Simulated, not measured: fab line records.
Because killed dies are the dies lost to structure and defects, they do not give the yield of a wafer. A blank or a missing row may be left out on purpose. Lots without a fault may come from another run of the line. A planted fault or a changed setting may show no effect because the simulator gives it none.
2 desks, one fault -- flow gf180mcu -- each desk holds nothing but its own numbers, with what lay behind them at the end

## FOR THE TOOL OWNER'S DESK: lithoTrack-03
At GF_VT_IMPLANT_SOFTBAKE_25 (time 60 s), the tool's own readings, given per lot that ran on this tool as the mean of the sampled wafers with a number. The brackets show how far a lot's mean lies from the usual mean; more than 4 standard deviations puts the lot out of limits, marked OUT.
Columns: A = exhaustPa at GF_VT_IMPLANT_SOFTBAKE_25, usual 45.1 Pa; B = heaterPowerTotalW at GF_VT_IMPLANT_SOFTBAKE_25, usual 56.60 W; C = runLengthS at GF_VT_IMPLANT_SOFTBAKE_25, usual 89.32 s
lot,first seen here,A,B,C
L688,day 6 21:27,44.9,56.61,89.23
L691,day 7 19:03,45.0,56.60,89.25
L701,day 10 06:51,45.0,57.48 (+22) OUT,86.63 (-21) OUT
L704,day 11 02:30,44.0,57.44 (+20) OUT,86.64 (-21) OUT
This desk's finding: out of limits on L701, L704; first on L701, day 10 06:51 (heaterPowerTotalW at GF_VT_IMPLANT_SOFTBAKE_25). L688, L691 stayed within limits.

## AT THE METROLOGY DESK
Lot by lot, what the gauges showed, no matter which tool ran the lot: averages of those sampled wafers that carry a number. The brackets show how far a lot's mean lies from the usual mean; more than 4 standard deviations puts the lot out of limits, marked OUT.
Columns: A = MVPSD_OVL at GF_MVPSD_OVL_MEAS_07, usual -0.9 nm; B = VT_IMPLANT_03_OVL at GF_VT_IMPLANT_OVL_MEAS_40, usual -1.1 nm; C = MVSD_RS at GF_VT_IMPLANT_RS_MEAS_46, usual 456.9 ohm/sq
lot,first seen here,A,B,C
L687,day 5 05:11,-0.8,-0.7,455.3
L688,day 5 07:50,-2.8,-0.5,457.4
L689,day 5 18:07,-1.7,-1.6,457.9
L690,day 5 23:43,-1.8,-1.2,456.8
L691,day 6 02:57,-1.6,-2.4,456.7
L692,day 6 06:40,-0.4,-0.7,458.7
L693,day 6 12:08,2.2,0.1,455.3
L694,day 6 17:47,-2.3,1.0,456.4
L695,day 7 01:35,-0.7,-0.7,456.0
L701,day 8 12:58,-0.4,-1.1,458.6
L704,day 9 06:55,-0.8,1.6,456.6
L705,day 9 12:35,-1.5,-4.0,456.5
L708,day 10 05:58,-0.7,-1.0,454.7
L709,day 10 11:05,-0.3,-3.0,456.7
This desk's finding: nothing out of limits on any of the 14 lots.

## ALL TOGETHER
At day 10 06:51, on L701, L704, the tool owner's desk was in a position to raise an alarm.
Metrology desk: nothing out of limits seen.
The metrology desk has L701, L704 on record, within its limits.
All the named lots went through GF_VT_IMPLANT_SOFTBAKE_25 on lithoTrack-03.

## WHAT WAS PUT IN BY THE SIMULATOR
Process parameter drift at GF_VT_IMPLANT_SOFTBAKE_25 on lithoTrack-03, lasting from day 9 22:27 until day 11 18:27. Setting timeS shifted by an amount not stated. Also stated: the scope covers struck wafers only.
Struck lots among those shown: L701, L704.
Hours from the fault's start to each desk's first reading out of limits: the tool owner's desk, 8.
